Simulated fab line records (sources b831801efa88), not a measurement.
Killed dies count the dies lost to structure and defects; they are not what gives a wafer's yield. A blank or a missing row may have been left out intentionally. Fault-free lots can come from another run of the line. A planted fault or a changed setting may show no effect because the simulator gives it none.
fab line records :: flow gf180mcu
record:
  lots: 12
  wafers: 36
  last_day: 33
route steps=602 shown M1@318 V1@359 V3@446 V4@493
lots that met no fault: taken from a fault-free run of the same line
start_h: start of the lot's first displayed wafer, in hours after the record's first day :: wait_h: hours from the lot's prior step to this one :: " unchanged from the row above :: L1.1+2: one row covering several wafers at once :: - value missing, or start not given :: * or withheld: withheld :: < > ~ a bound
route shown NAME@n: names a module that has steps shown in the file, with the first one's number in the route :: usual: mean/standard deviation of fault-free wafers :: same: alike in all rows :: chamber/n: place in a boat :: sites: per-site readings :: _std_site: standard deviation of those values :: _edge_site: inner sites' mean taken away from outer sites' mean :: radius_mm: how far each site lies from the wafer's centre :: mask NAME#n: copy n :: behind: the most recent tool/chamber to have shaped the wafer :: hold: why the lot went on hold/how many hours it stayed there/how the hold came to an end :: device: which transistor (n, p or np) failed to switch :: end of line: tests of these same wafers at the route's end :: where a step has no rows: the recipe by itself :: killed: dies lost to structure and defects at the first sort, not the wafer's yield :: map: the dies of a wafer, with x for killed, . for not killed, _ for no die there
set.NAME: the setting the step ran with; set.NAME@STEP: the setting that earlier step ran with :: model.NAME: the simulator's own value behind a step, which no gauge read
the route's steps for a sample of lots (tables are steps, rows are wafers)
services: from which hour (start_h, from the record's first day; less than 0 if before it) a tool's chamber was out of use, for how many hours, and why
== steps ==
step: GF_M1_SPUTTER_03
recipe:
  material: Ti
  target_thk_nm: 10
  substrate_temp_c: 300
  chamber_pressure_pa: 0.3
  power_w: 3000
  time_s: 6.7
usual:
  cathode_dc_power_W: 3000.1/0.53
  substrate_temp_c: 300.01/0.19
  throttle_valve_pct: 29.9/0.82
lot.wafer: L573.1
tool: pvd_sputter-04
chamber: -
start_h: 369.67
wait_h: 0.0
cathode_dc_power_W: 3000.2
substrate_temp_c: 300.26
throttle_valve_pct: 30.8

lot.wafer: L573.5
tool: pvd_sputter-04
chamber: -
start_h: 369.67
wait_h: 0.0
cathode_dc_power_W: 2999.4
substrate_temp_c: 299.87
throttle_valve_pct: 30.1

lot.wafer: L573.6
tool: pvd_sputter-04
chamber: -
start_h: 369.67
wait_h: 0.0
cathode_dc_power_W: 2998.7
substrate_temp_c: 300.06
throttle_valve_pct: 30.7

lot.wafer: L575.2
tool: pvd_sputter-04
chamber: -
start_h: 387.46
wait_h: 0.0
cathode_dc_power_W: 3000.3
substrate_temp_c: 300.04
throttle_valve_pct: 29.8

lot.wafer: L575.3
tool: pvd_sputter-04
chamber: -
start_h: 387.46
wait_h: 0.0
cathode_dc_power_W: 3000.1
substrate_temp_c: 299.74
throttle_valve_pct: 30.0

lot.wafer: L575.4
tool: pvd_sputter-04
chamber: -
start_h: 387.46
wait_h: 0.0
cathode_dc_power_W: 2999.6
substrate_temp_c: 300.02
throttle_valve_pct: 30.4

lot.wafer: L577.2
tool: pvd_sputter-03
chamber: -
start_h: 409.55
wait_h: 0.0
cathode_dc_power_W: 2999.9
substrate_temp_c: 299.88
throttle_valve_pct: 29.2

lot.wafer: L577.4
tool: pvd_sputter-03
chamber: -
start_h: 409.55
wait_h: 0.0
cathode_dc_power_W: 3000.3
substrate_temp_c: 300.27
throttle_valve_pct: 30.9

lot.wafer: L577.6
tool: pvd_sputter-03
chamber: -
start_h: 409.55
wait_h: 0.0
cathode_dc_power_W: 2999.1
substrate_temp_c: 300.17
throttle_valve_pct: 29.6

lot.wafer: L578.2
tool: pvd_sputter-04
chamber: -
start_h: 414.80
wait_h: 0.0
cathode_dc_power_W: 2999.1
substrate_temp_c: 300.21
throttle_valve_pct: 29.9

lot.wafer: L578.3
tool: pvd_sputter-04
chamber: -
start_h: 414.80
wait_h: 0.0
cathode_dc_power_W: 3000.0
substrate_temp_c: 299.83
throttle_valve_pct: 30.5

lot.wafer: L578.4
tool: pvd_sputter-04
chamber: -
start_h: 414.80
wait_h: 0.0
cathode_dc_power_W: 2999.8
substrate_temp_c: 300.30
throttle_valve_pct: 29.9

lot.wafer: L579.2
tool: pvd_sputter-02
chamber: -
start_h: 425.67
wait_h: 0.0
cathode_dc_power_W: 2999.3
substrate_temp_c: 300.03
throttle_valve_pct: 28.9

lot.wafer: L579.3
tool: pvd_sputter-02
chamber: -
start_h: 425.67
wait_h: 0.0
cathode_dc_power_W: 2999.9
substrate_temp_c: 299.92
throttle_valve_pct: 28.9

lot.wafer: L579.4
tool: pvd_sputter-02
chamber: -
start_h: 425.67
wait_h: 0.0
cathode_dc_power_W: 3000.2
substrate_temp_c: 300.17
throttle_valve_pct: 31.3

lot.wafer: L580.3
tool: pvd_sputter-02
chamber: -
start_h: 439.45
wait_h: 0.0
cathode_dc_power_W: 2999.1
substrate_temp_c: 300.09
throttle_valve_pct: 31.4

lot.wafer: L580.4
tool: pvd_sputter-02
chamber: -
start_h: 439.45
wait_h: 0.0
cathode_dc_power_W: 3000.6
substrate_temp_c: 300.17
throttle_valve_pct: 28.8

lot.wafer: L580.6
tool: pvd_sputter-02
chamber: -
start_h: 439.45
wait_h: 0.0
cathode_dc_power_W: 3000.3
substrate_temp_c: 299.81
throttle_valve_pct: 29.2

lot.wafer: L583.1
tool: pvd_sputter-02
chamber: -
start_h: 463.91
wait_h: 0.0
cathode_dc_power_W: 2999.8
substrate_temp_c: 300.03
throttle_valve_pct: 28.8

lot.wafer: L583.2
tool: pvd_sputter-02
chamber: -
start_h: 463.91
wait_h: 0.0
cathode_dc_power_W: 2999.8
substrate_temp_c: 299.94
throttle_valve_pct: 29.8

lot.wafer: L583.5
tool: pvd_sputter-02
chamber: -
start_h: 463.91
wait_h: 0.0
cathode_dc_power_W: 3000.0
substrate_temp_c: 300.05
throttle_valve_pct: 29.0

lot.wafer: L584.4
tool: pvd_sputter-04
chamber: -
start_h: 472.59
wait_h: 0.0
cathode_dc_power_W: 3000.9
substrate_temp_c: 299.86
throttle_valve_pct: 30.3

lot.wafer: L584.5
tool: pvd_sputter-04
chamber: -
start_h: 472.59
wait_h: 0.0
cathode_dc_power_W: 3000.1
substrate_temp_c: 300.08
throttle_valve_pct: 30.4

lot.wafer: L584.6
tool: pvd_sputter-04
chamber: -
start_h: 472.59
wait_h: 0.0
cathode_dc_power_W: 2999.4
substrate_temp_c: 300.06
throttle_valve_pct: 30.2

lot.wafer: L585.1
tool: pvd_sputter-02
chamber: -
start_h: 480.58
wait_h: 0.0
cathode_dc_power_W: 3001.7
substrate_temp_c: 299.73
throttle_valve_pct: 29.6

lot.wafer: L585.2
tool: pvd_sputter-02
chamber: -
start_h: 480.58
wait_h: 0.0
cathode_dc_power_W: 3000.3
substrate_temp_c: 299.98
throttle_valve_pct: 31.5

lot.wafer: L585.4
tool: pvd_sputter-02
chamber: -
start_h: 480.58
wait_h: 0.0
cathode_dc_power_W: 3000.2
substrate_temp_c: 299.94
throttle_valve_pct: 31.2

lot.wafer: L586.2
tool: pvd_sputter-02
chamber: -
start_h: 497.65
wait_h: 0.0
cathode_dc_power_W: 3000.0
substrate_temp_c: 299.98
throttle_valve_pct: 29.1

lot.wafer: L586.3
tool: pvd_sputter-02
chamber: -
start_h: 497.65
wait_h: 0.0
cathode_dc_power_W: 2999.7
substrate_temp_c: 299.98
throttle_valve_pct: 31.2

lot.wafer: L586.5
tool: pvd_sputter-02
chamber: -
start_h: 497.65
wait_h: 0.0
cathode_dc_power_W: 3000.4
substrate_temp_c: 300.26
throttle_valve_pct: 28.7

lot.wafer: L588.1
tool: pvd_sputter-02
chamber: -
start_h: 503.39
wait_h: 0.0
cathode_dc_power_W: 3113.7
substrate_temp_c: 300.21
throttle_valve_pct: 28.6

lot.wafer: L588.4
tool: pvd_sputter-02
chamber: -
start_h: 503.39
wait_h: 0.0
cathode_dc_power_W: 3113.1
substrate_temp_c: 299.81
throttle_valve_pct: 31.4

lot.wafer: L588.5
tool: pvd_sputter-02
chamber: -
start_h: 503.39
wait_h: 0.0
cathode_dc_power_W: 3112.8
substrate_temp_c: 300.15
throttle_valve_pct: 29.2

lot.wafer: L590.2
tool: pvd_sputter-02
chamber: -
start_h: 527.49
wait_h: 0.0
cathode_dc_power_W: 3113.7
substrate_temp_c: 299.98
throttle_valve_pct: 31.4

lot.wafer: L590.4
tool: pvd_sputter-02
chamber: -
start_h: 527.49
wait_h: 0.0
cathode_dc_power_W: 3113.0
substrate_temp_c: 300.46
throttle_valve_pct: 28.8

lot.wafer: L590.5
tool: pvd_sputter-02
chamber: -
start_h: 527.49
wait_h: 0.0
cathode_dc_power_W: 3113.9
substrate_temp_c: 300.01
throttle_valve_pct: 29.1
step: GF_V1_RS_MEAS_24
recipe:
  thk_meas_gauge: four-point-probe
  reads: W_of_V1_CVD_23+TiN_of_V1_SPUTTER_22+Ti_of_V1_SPUTTER_21
usual:
  V1_W_RS: 0.3263/0.0029
lot.wafer: L573.1
tool: film_metro-02
chamber: -
start_h: 418.27
wait_h: 0.1
V1_W_RS[ohm/sq]: 0.3281

lot.wafer: L573.5
tool: film_metro-02
chamber: -
start_h: 418.27
wait_h: 0.1
V1_W_RS[ohm/sq]: 0.3257

lot.wafer: L573.6
tool: film_metro-02
chamber: -
start_h: 418.27
wait_h: 0.1
V1_W_RS[ohm/sq]: 0.3261

lot.wafer: L575.2
tool: film_metro-02
chamber: -
start_h: 437.74
wait_h: 0.1
V1_W_RS[ohm/sq]: 0.3232

lot.wafer: L575.3
tool: film_metro-02
chamber: -
start_h: 437.74
wait_h: 0.1
V1_W_RS[ohm/sq]: 0.3257

lot.wafer: L575.4
tool: film_metro-02
chamber: -
start_h: 437.74
wait_h: 0.1
V1_W_RS[ohm/sq]: 0.3239

lot.wafer: L577.2
tool: film_metro-01
chamber: -
start_h: 460.95
wait_h: 0.1
V1_W_RS[ohm/sq]: 0.3212

lot.wafer: L577.4
tool: film_metro-01
chamber: -
start_h: 460.95
wait_h: 0.1
V1_W_RS[ohm/sq]: 0.3207

lot.wafer: L577.6
tool: film_metro-01
chamber: -
start_h: 460.95
wait_h: 0.1
V1_W_RS[ohm/sq]: 0.3203

lot.wafer: L578.2
tool: film_metro-02
chamber: -
start_h: 465.74
wait_h: 0.1
V1_W_RS[ohm/sq]: 0.3287

lot.wafer: L578.3
tool: film_metro-02
chamber: -
start_h: 465.74
wait_h: 0.1
V1_W_RS[ohm/sq]: 0.3255

lot.wafer: L578.4
tool: film_metro-02
chamber: -
start_h: 465.74
wait_h: 0.1
V1_W_RS[ohm/sq]: 0.3294

lot.wafer: L579.2
tool: film_metro-01
chamber: -
start_h: 476.57
wait_h: 0.1
V1_W_RS[ohm/sq]: 0.3298

lot.wafer: L579.3
tool: film_metro-01
chamber: -
start_h: 476.57
wait_h: 0.1
V1_W_RS[ohm/sq]: 0.3226

lot.wafer: L579.4
tool: film_metro-01
chamber: -
start_h: 476.57
wait_h: 0.1
V1_W_RS[ohm/sq]: 0.3293

lot.wafer: L580.3
tool: film_metro-04
chamber: -
start_h: 490.03
wait_h: 0.1
V1_W_RS[ohm/sq]: 0.3300

lot.wafer: L580.4
tool: film_metro-04
chamber: -
start_h: 490.03
wait_h: 0.1
V1_W_RS[ohm/sq]: 0.3266

lot.wafer: L580.6
tool: film_metro-04
chamber: -
start_h: 490.03
wait_h: 0.1
V1_W_RS[ohm/sq]: 0.3232

lot.wafer: L583.1
tool: film_metro-02
chamber: -
start_h: 514.55
wait_h: 0.1
V1_W_RS[ohm/sq]: 0.3296

lot.wafer: L583.2
tool: film_metro-02
chamber: -
start_h: 514.55
wait_h: 0.1
V1_W_RS[ohm/sq]: 0.3298

lot.wafer: L583.5
tool: film_metro-02
chamber: -
start_h: 514.55
wait_h: 0.1
V1_W_RS[ohm/sq]: 0.3350

lot.wafer: L584.4
tool: film_metro-01
chamber: -
start_h: 522.98
wait_h: 0.1
V1_W_RS[ohm/sq]: 0.3282

lot.wafer: L584.5
tool: film_metro-01
chamber: -
start_h: 522.98
wait_h: 0.1
V1_W_RS[ohm/sq]: 0.3283

lot.wafer: L584.6
tool: film_metro-01
chamber: -
start_h: 522.98
wait_h: 0.1
V1_W_RS[ohm/sq]: 0.3309

lot.wafer: L585.1
tool: film_metro-01
chamber: -
start_h: 530.50
wait_h: 0.1
V1_W_RS[ohm/sq]: 0.3266

lot.wafer: L585.2
tool: film_metro-01
chamber: -
start_h: 530.50
wait_h: 0.1
V1_W_RS[ohm/sq]: 0.3313

lot.wafer: L585.4
tool: film_metro-01
chamber: -
start_h: 530.50
wait_h: 0.1
V1_W_RS[ohm/sq]: 0.3294

lot.wafer: L586.2
tool: film_metro-01
chamber: -
start_h: 546.56
wait_h: 0.1
V1_W_RS[ohm/sq]: 0.3239

lot.wafer: L586.3
tool: film_metro-01
chamber: -
start_h: 546.56
wait_h: 0.1
V1_W_RS[ohm/sq]: 0.3221

lot.wafer: L586.5
tool: film_metro-01
chamber: -
start_h: 546.56
wait_h: 0.1
V1_W_RS[ohm/sq]: 0.3243

lot.wafer: L588.1
tool: film_metro-01
chamber: -
start_h: 551.70
wait_h: 0.1
V1_W_RS[ohm/sq]: 0.3230

lot.wafer: L588.4
tool: film_metro-01
chamber: -
start_h: 551.70
wait_h: 0.1
V1_W_RS[ohm/sq]: 0.3232

lot.wafer: L588.5
tool: film_metro-01
chamber: -
start_h: 551.70
wait_h: 0.1
V1_W_RS[ohm/sq]: 0.3245

lot.wafer: L590.2
tool: film_metro-02
chamber: -
start_h: 573.38
wait_h: 0.1
V1_W_RS[ohm/sq]: 0.3174

lot.wafer: L590.4
tool: film_metro-02
chamber: -
start_h: 573.38
wait_h: 0.1
V1_W_RS[ohm/sq]: 0.3195

lot.wafer: L590.5
tool: film_metro-02
chamber: -
start_h: 573.38
wait_h: 0.1
V1_W_RS[ohm/sq]: 0.3211
step: GF_V3_ETCH_17
recipe:
  chemistry: C4F8/O2/Ar
  mask_material: KrF
  target: SiO2
  stop_on: TiN
  source_w: 1500
  bias_w: 1200
  pressure_mtorr: 40
  c4f8_flow_sccm: withheld
  O2_flow_sccm: 6
  Ar_flow_sccm: 300
  time_s: withheld
  target_depth_a: 6350
usual:
  chamber_pressure_mTorr: 40.00/0.038
  oes_product_au: 0.857/0.0046
  rf_fwd_power_W: 1493/5.1
lot.wafer: L573.1
tool: rie_diel-02
chamber: 0
start_h: -
wait_h: -
chamber_pressure_mTorr: 39.94
oes_product_au: 0.851
rf_fwd_power_W: 1492

lot.wafer: L573.5
tool: rie_diel-02
chamber: 1
start_h: -
wait_h: -
chamber_pressure_mTorr: 40.00
oes_product_au: 0.857
rf_fwd_power_W: 1495

lot.wafer: L573.6
tool: rie_diel-02
chamber: 2
start_h: -
wait_h: -
chamber_pressure_mTorr: 40.00
oes_product_au: 0.849
rf_fwd_power_W: 1486

lot.wafer: L575.2
tool: rie_diel-02
chamber: 0
start_h: -
wait_h: -
chamber_pressure_mTorr: 40.00
oes_product_au: 0.857
rf_fwd_power_W: 1492

lot.wafer: L575.3
tool: rie_diel-02
chamber: 2
start_h: -
wait_h: -
chamber_pressure_mTorr: 40.04
oes_product_au: 0.850
rf_fwd_power_W: 1493

lot.wafer: L575.4
tool: rie_diel-02
chamber: 1
start_h: -
wait_h: -
chamber_pressure_mTorr: 39.98
oes_product_au: 0.861
rf_fwd_power_W: 1500

lot.wafer: L577.2
tool: rie_diel-04
chamber: 2
start_h: -
wait_h: -
chamber_pressure_mTorr: 40.02
oes_product_au: 0.850
rf_fwd_power_W: 1493

lot.wafer: L577.4
tool: rie_diel-04
chamber: 1
start_h: -
wait_h: -
chamber_pressure_mTorr: 40.06
oes_product_au: 0.858
rf_fwd_power_W: 1490

lot.wafer: L577.6
tool: rie_diel-04
chamber: 2
start_h: -
wait_h: -
chamber_pressure_mTorr: 40.05
oes_product_au: 0.849
rf_fwd_power_W: 1499

lot.wafer: L578.2
tool: rie_diel-02
chamber: 2
start_h: -
wait_h: -
chamber_pressure_mTorr: 40.06
oes_product_au: 0.856
rf_fwd_power_W: 1493

lot.wafer: L578.3
tool: rie_diel-02
chamber: 1
start_h: -
wait_h: -
chamber_pressure_mTorr: 40.03
oes_product_au: 0.852
rf_fwd_power_W: 1487

lot.wafer: L578.4
tool: rie_diel-02
chamber: 0
start_h: -
wait_h: -
chamber_pressure_mTorr: 40.01
oes_product_au: 0.859
rf_fwd_power_W: 1497

lot.wafer: L579.2
tool: rie_diel-04
chamber: 2
start_h: -
wait_h: -
chamber_pressure_mTorr: 39.99
oes_product_au: 0.859
rf_fwd_power_W: 1497

lot.wafer: L579.3
tool: rie_diel-04
chamber: 0
start_h: -
wait_h: -
chamber_pressure_mTorr: 39.98
oes_product_au: 0.854
rf_fwd_power_W: 1493

lot.wafer: L579.4
tool: rie_diel-04
chamber: 3
start_h: -
wait_h: -
chamber_pressure_mTorr: 40.01
oes_product_au: 0.850
rf_fwd_power_W: 1491

lot.wafer: L580.3
tool: rie_diel-02
chamber: 3
start_h: -
wait_h: -
chamber_pressure_mTorr: 40.01
oes_product_au: 0.850
rf_fwd_power_W: 1488

lot.wafer: L580.4
tool: rie_diel-02
chamber: 2
start_h: -
wait_h: -
chamber_pressure_mTorr: 39.99
oes_product_au: 0.860
rf_fwd_power_W: 1491

lot.wafer: L580.6
tool: rie_diel-02
chamber: 0
start_h: -
wait_h: -
chamber_pressure_mTorr: 40.04
oes_product_au: 0.855
rf_fwd_power_W: 1491

lot.wafer: L583.1
tool: rie_diel-04
chamber: 0
start_h: -
wait_h: -
chamber_pressure_mTorr: 39.89
oes_product_au: 0.858
rf_fwd_power_W: 1494

lot.wafer: L583.2
tool: rie_diel-04
chamber: 3
start_h: -
wait_h: -
chamber_pressure_mTorr: 39.99
oes_product_au: 0.854
rf_fwd_power_W: 1492

lot.wafer: L583.5
tool: rie_diel-04
chamber: 1
start_h: -
wait_h: -
chamber_pressure_mTorr: 40.02
oes_product_au: 0.856
rf_fwd_power_W: 1489

lot.wafer: L584.4
tool: rie_diel-02
chamber: 1
start_h: -
wait_h: -
chamber_pressure_mTorr: 40.06
oes_product_au: 0.865
rf_fwd_power_W: 1503

lot.wafer: L584.5
tool: rie_diel-02
chamber: 2
start_h: -
wait_h: -
chamber_pressure_mTorr: 40.00
oes_product_au: 0.856
rf_fwd_power_W: 1493

lot.wafer: L584.6
tool: rie_diel-02
chamber: 1
start_h: -
wait_h: -
chamber_pressure_mTorr: 39.92
oes_product_au: 0.857
rf_fwd_power_W: 1504

lot.wafer: L585.1
tool: rie_diel-03
chamber: 1
start_h: -
wait_h: -
chamber_pressure_mTorr: 39.99
oes_product_au: 0.856
rf_fwd_power_W: 1490

lot.wafer: L585.2
tool: rie_diel-03
chamber: 2
start_h: -
wait_h: -
chamber_pressure_mTorr: 40.02
oes_product_au: 0.857
rf_fwd_power_W: 1495

lot.wafer: L585.4
tool: rie_diel-03
chamber: 3
start_h: -
wait_h: -
chamber_pressure_mTorr: 40.06
oes_product_au: 0.854
rf_fwd_power_W: 1498

lot.wafer: L586.2
tool: rie_diel-03
chamber: 3
start_h: -
wait_h: -
chamber_pressure_mTorr: 40.01
oes_product_au: 0.852
rf_fwd_power_W: 1487

lot.wafer: L586.3
tool: rie_diel-03
chamber: 1
start_h: -
wait_h: -
chamber_pressure_mTorr: 40.01
oes_product_au: 0.858
rf_fwd_power_W: 1491

lot.wafer: L586.5
tool: rie_diel-03
chamber: 0
start_h: -
wait_h: -
chamber_pressure_mTorr: 40.04
oes_product_au: 0.854
rf_fwd_power_W: 1489

lot.wafer: L588.1
tool: rie_diel-03
chamber: 0
start_h: -
wait_h: -
chamber_pressure_mTorr: 40.04
oes_product_au: 0.863
rf_fwd_power_W: 1490

lot.wafer: L588.4
tool: rie_diel-03
chamber: 3
start_h: -
wait_h: -
chamber_pressure_mTorr: 39.99
oes_product_au: 0.857
rf_fwd_power_W: 1495

lot.wafer: L588.5
tool: rie_diel-03
chamber: 0
start_h: -
wait_h: -
chamber_pressure_mTorr: 40.05
oes_product_au: 0.848
rf_fwd_power_W: 1488

lot.wafer: L590.2
tool: rie_diel-03
chamber: 2
start_h: -
wait_h: -
chamber_pressure_mTorr: 39.96
oes_product_au: 0.858
rf_fwd_power_W: 1500

lot.wafer: L590.4
tool: rie_diel-03
chamber: 3
start_h: -
wait_h: -
chamber_pressure_mTorr: 40.00
oes_product_au: 0.862
rf_fwd_power_W: 1490

lot.wafer: L590.5
tool: rie_diel-03
chamber: 3
start_h: -
wait_h: -
chamber_pressure_mTorr: 39.99
oes_product_au: 0.853
rf_fwd_power_W: 1493
step: GF_V4_ETCH_17
recipe:
  chemistry: C4F8/O2/Ar
  mask_material: KrF
  target: SiO2
  stop_on: TiN
  source_w: 1500
  bias_w: 1200
  pressure_mtorr: 40
  c4f8_flow_sccm: withheld
  O2_flow_sccm: 6
  Ar_flow_sccm: 300
  time_s: withheld
  target_depth_a: 6300
usual:
  chamber_pressure_mTorr: 40.00/0.035
  oes_product_au: 0.856/0.0043
  rf_fwd_power_W: 1493/5
lot.wafer: L573.1
tool: rie_diel-02
chamber: 0
start_h: -
wait_h: -
chamber_pressure_mTorr: 40.01
oes_product_au: 0.857
rf_fwd_power_W: 1498

lot.wafer: L573.5
tool: rie_diel-02
chamber: 1
start_h: -
wait_h: -
chamber_pressure_mTorr: 39.95
oes_product_au: 0.859
rf_fwd_power_W: 1496

lot.wafer: L573.6
tool: rie_diel-02
chamber: 2
start_h: -
wait_h: -
chamber_pressure_mTorr: 40.00
oes_product_au: 0.856
rf_fwd_power_W: 1486

lot.wafer: L575.2
tool: rie_diel-01
chamber: 0
start_h: -
wait_h: -
chamber_pressure_mTorr: 40.00
oes_product_au: 0.858
rf_fwd_power_W: 1489

lot.wafer: L575.3
tool: rie_diel-01
chamber: 3
start_h: -
wait_h: -
chamber_pressure_mTorr: 39.96
oes_product_au: 0.859
rf_fwd_power_W: 1492

lot.wafer: L575.4
tool: rie_diel-01
chamber: 2
start_h: -
wait_h: -
chamber_pressure_mTorr: 40.07
oes_product_au: 0.853
rf_fwd_power_W: 1496

lot.wafer: L577.2
tool: rie_diel-01
chamber: 2
start_h: -
wait_h: -
chamber_pressure_mTorr: 39.97
oes_product_au: 0.861
rf_fwd_power_W: 1491

lot.wafer: L577.4
tool: rie_diel-01
chamber: 1
start_h: -
wait_h: -
chamber_pressure_mTorr: 39.97
oes_product_au: 0.859
rf_fwd_power_W: 1487

lot.wafer: L577.6
tool: rie_diel-01
chamber: 3
start_h: -
wait_h: -
chamber_pressure_mTorr: 40.00
oes_product_au: 0.859
rf_fwd_power_W: 1488

lot.wafer: L578.2
tool: rie_diel-01
chamber: 3
start_h: -
wait_h: -
chamber_pressure_mTorr: 39.98
oes_product_au: 0.858
rf_fwd_power_W: 1489

lot.wafer: L578.3
tool: rie_diel-01
chamber: 2
start_h: -
wait_h: -
chamber_pressure_mTorr: 39.98
oes_product_au: 0.851
rf_fwd_power_W: 1492

lot.wafer: L578.4
tool: rie_diel-01
chamber: 1
start_h: -
wait_h: -
chamber_pressure_mTorr: 39.97
oes_product_au: 0.859
rf_fwd_power_W: 1498

lot.wafer: L579.2
tool: rie_diel-03
chamber: 2
start_h: -
wait_h: -
chamber_pressure_mTorr: 39.99
oes_product_au: 0.856
rf_fwd_power_W: 1494

lot.wafer: L579.3
tool: rie_diel-03
chamber: 1
start_h: -
wait_h: -
chamber_pressure_mTorr: 39.99
oes_product_au: 0.852
rf_fwd_power_W: 1491

lot.wafer: L579.4
tool: rie_diel-03
chamber: 3
start_h: -
wait_h: -
chamber_pressure_mTorr: 40.00
oes_product_au: 0.854
rf_fwd_power_W: 1494

lot.wafer: L580.3
tool: rie_diel-03
chamber: 0
start_h: -
wait_h: -
chamber_pressure_mTorr: 39.99
oes_product_au: 0.852
rf_fwd_power_W: 1496

lot.wafer: L580.4
tool: rie_diel-03
chamber: 1
start_h: -
wait_h: -
chamber_pressure_mTorr: 39.98
oes_product_au: 0.855
rf_fwd_power_W: 1487

lot.wafer: L580.6
tool: rie_diel-03
chamber: 3
start_h: -
wait_h: -
chamber_pressure_mTorr: 40.03
oes_product_au: 0.848
rf_fwd_power_W: 1492

lot.wafer: L583.1
tool: rie_diel-03
chamber: 2
start_h: -
wait_h: -
chamber_pressure_mTorr: 40.08
oes_product_au: 0.854
rf_fwd_power_W: 1495

lot.wafer: L583.2
tool: rie_diel-03
chamber: 0
start_h: -
wait_h: -
chamber_pressure_mTorr: 40.01
oes_product_au: 0.854
rf_fwd_power_W: 1495

lot.wafer: L583.5
tool: rie_diel-03
chamber: 1
start_h: -
wait_h: -
chamber_pressure_mTorr: 40.07
oes_product_au: 0.862
rf_fwd_power_W: 1490

lot.wafer: L584.4
tool: rie_diel-02
chamber: 2
start_h: -
wait_h: -
chamber_pressure_mTorr: 39.99
oes_product_au: 0.851
rf_fwd_power_W: 1498

lot.wafer: L584.5
tool: rie_diel-02
chamber: 1
start_h: -
wait_h: -
chamber_pressure_mTorr: 40.06
oes_product_au: 0.856
rf_fwd_power_W: 1492

lot.wafer: L584.6
tool: rie_diel-02
chamber: 0
start_h: -
wait_h: -
chamber_pressure_mTorr: 39.97
oes_product_au: 0.862
rf_fwd_power_W: 1495

lot.wafer: L585.1
tool: rie_diel-01
chamber: 1
start_h: -
wait_h: -
chamber_pressure_mTorr: 40.00
oes_product_au: 0.857
rf_fwd_power_W: 1499

lot.wafer: L585.2
tool: rie_diel-01
chamber: 3
start_h: -
wait_h: -
chamber_pressure_mTorr: 40.03
oes_product_au: 0.845
rf_fwd_power_W: 1493

lot.wafer: L585.4
tool: rie_diel-01
chamber: 3
start_h: -
wait_h: -
chamber_pressure_mTorr: 39.96
oes_product_au: 0.860
rf_fwd_power_W: 1491

lot.wafer: L586.2
tool: rie_diel-01
chamber: 1
start_h: -
wait_h: -
chamber_pressure_mTorr: 39.99
oes_product_au: 0.859
rf_fwd_power_W: 1497

lot.wafer: L586.3
tool: rie_diel-01
chamber: 3
start_h: -
wait_h: -
chamber_pressure_mTorr: 40.05
oes_product_au: 0.852
rf_fwd_power_W: 1496

lot.wafer: L586.5
tool: rie_diel-01
chamber: 1
start_h: -
wait_h: -
chamber_pressure_mTorr: 40.01
oes_product_au: 0.850
rf_fwd_power_W: 1496

lot.wafer: L588.1
tool: rie_diel-03
chamber: 3
start_h: -
wait_h: -
chamber_pressure_mTorr: 40.03
oes_product_au: 0.864
rf_fwd_power_W: 1495

lot.wafer: L588.4
tool: rie_diel-03
chamber: 2
start_h: -
wait_h: -
chamber_pressure_mTorr: 39.98
oes_product_au: 0.863
rf_fwd_power_W: 1489

lot.wafer: L588.5
tool: rie_diel-03
chamber: 2
start_h: -
wait_h: -
chamber_pressure_mTorr: 40.04
oes_product_au: 0.858
rf_fwd_power_W: 1499

lot.wafer: L590.2
tool: rie_diel-02
chamber: 2
start_h: -
wait_h: -
chamber_pressure_mTorr: 39.94
oes_product_au: 0.862
rf_fwd_power_W: 1491

lot.wafer: L590.4
tool: rie_diel-02
chamber: 1
start_h: -
wait_h: -
chamber_pressure_mTorr: 40.05
oes_product_au: 0.858
rf_fwd_power_W: 1497

lot.wafer: L590.5
tool: rie_diel-02
chamber: 0
start_h: -
wait_h: -
chamber_pressure_mTorr: 40.00
oes_product_au: 0.853
rf_fwd_power_W: 1494
== services ==
tool: rie_diel-02
chamber: 2
start_h: 355.10
hours: 27.3
kind: repair

tool: rie_diel-03
chamber: 1
start_h: 375.84
hours: 3.9
kind: repair

tool: rie_diel-02
chamber: 0
start_h: 379.42
hours: 14.1
kind: repair

tool: rie_diel-02
chamber: 3
start_h: 386.35
hours: 5.6
kind: repair

tool: rie_diel-02
chamber: 1
start_h: 388.09
hours: 4.3
kind: repair

tool: rie_diel-01
chamber: 0
start_h: 403.79
hours: 1.5
kind: repair

tool: pvd_sputter-02
chamber: -
start_h: 450.80
hours: 2.4
kind: repair

tool: rie_diel-01
chamber: -
start_h: 458.32
hours: 2.4
kind: repair

tool: rie_diel-04
chamber: 0
start_h: 462.20
hours: 14.9
kind: repair

tool: rie_diel-04
chamber: 1
start_h: 465.66
hours: 10.1
kind: repair

tool: rie_diel-03
chamber: 0
start_h: 508.05
hours: 3.4
kind: repair

tool: pvd_sputter-02
chamber: -
start_h: 572.08
hours: 3.3
kind: repair

tool: pvd_sputter-02
chamber: -
start_h: 589.13
hours: 4.5
kind: repair

tool: rie_diel-03
chamber: -
start_h: 596.24
hours: 0.4
kind: repair

tool: rie_diel-02
chamber: -
start_h: 597.84
hours: 14.6
kind: pm

tool: pvd_sputter-04
chamber: -
start_h: 599.92
hours: 4.5
kind: repair

tool: rie_diel-03
chamber: 0
start_h: 608.95
hours: 3.8
kind: repair

tool: pvd_sputter-02
chamber: -
start_h: 610.90
hours: 6.0
kind: repair

tool: rie_diel-01
chamber: -
start_h: 611.26
hours: 0.3
kind: repair

tool: rie_diel-01
chamber: 3
start_h: 613.10
hours: 7.8
kind: repair

tool: rie_diel-02
chamber: 0
start_h: 618.83
hours: 8.6
kind: repair

tool: rie_diel-02
chamber: 3
start_h: 620.45
hours: 5.1
kind: repair

tool: rie_diel-03
chamber: 2
start_h: 629.86
hours: 8.1
kind: repair

tool: rie_diel-03
chamber: 3
start_h: 661.72
hours: 4.1
kind: repair
== key ==
first_sign:
  step: GF_M1_SPUTTER_03
  reading: cathode_dc_power_W
  direction: up
  sigmas: 99+
  usual: 3000.1
  struck: 3113.4
effect none on later readings
met_at GF_M1_SPUTTER_03
struck_lots L588,L590
not_acting_at GF_V1_RS_MEAS_24,GF_V3_ETCH_17,GF_V4_ETCH_17
onset_between 497.65 503.39
fault:
  kind: process_parameter_drift
  tool: pvd_sputter-02
  chamber: -
  onset_h: 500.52
  steps: GF_M1_SPUTTER_03
  channel: power_w
  offset: 113.09
  shape: step
  end_h: 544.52
  acts_in: these_recipes_only
  stated: 3000
